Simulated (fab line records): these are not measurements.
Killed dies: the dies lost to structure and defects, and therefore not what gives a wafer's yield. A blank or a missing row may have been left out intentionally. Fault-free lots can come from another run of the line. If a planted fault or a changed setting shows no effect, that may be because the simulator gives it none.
Chamber matching ; flow gf180mcu ; GF_SAB_ETCH_11 on rieDiel-04: 4 sister chambers
The step etches SiO2 in C4F8/O2/Ar, target depth 55 nm, time 8.5 s. 8 wafers are shown with their chamber, then 8 later ones without.

WAFERS PAIRED WITH THEIR CHAMBERS
wafer;chamber;oesProductAu (a.u.)
L712.5;3;0.995
L713.3;0;1.021
L715.1;1;1.015
L715.3;0;1.011
L717.2;2;1.006
L717.3;1;1.033
L717.4;3;0.995
L727.1;2;0.995

WAFERS MISSING THEIR CHAMBER
wafer;oesProductAu (a.u.)
L727.4;1.004
L727.6;1.018
L731.2;0.997
L731.3;1.017
L731.4;1.012
L733.1;1.016
L733.3;1.009
L733.4;0.996

THE CHAMBER EACH PASSED THROUGH
wafer;from the rows above;in truth
L727.4;can't be placed: 2 or 3 or 0 or 1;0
L727.6;can't be placed: 0 or 1 or 2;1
L731.2;can't be placed: 3 or 2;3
L731.3;can't be placed: 0 or 1 or 2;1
L731.4;can't be placed: 0 or 2 or 1 or 3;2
L733.1;can't be placed: 0 or 1 or 2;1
L733.3;can't be placed: 0 or 2 or 3 or 1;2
L733.4;can't be placed: 3 or 2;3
Placed correctly: 0 of 8. From these rows, 8 cannot be placed; in 8 the true chamber is one of the candidates. Wrongly placed: 0.
How it was worked out, from the rows above alone: a wafer's distance from a chamber is the root of the sum, over the readings, of the square of ((its reading less the chamber's mean) divided by the reading's scatter). If the next closest chamber is less than 2 further off than the closest, the wafer can't be placed; otherwise it belongs to the closest. A chamber's mean is the mean of its shown wafers. The scatter: take each reading less its chamber's mean, square it, sum over the shown wafers, divide by the number of wafers less the number of chambers, and take the root.
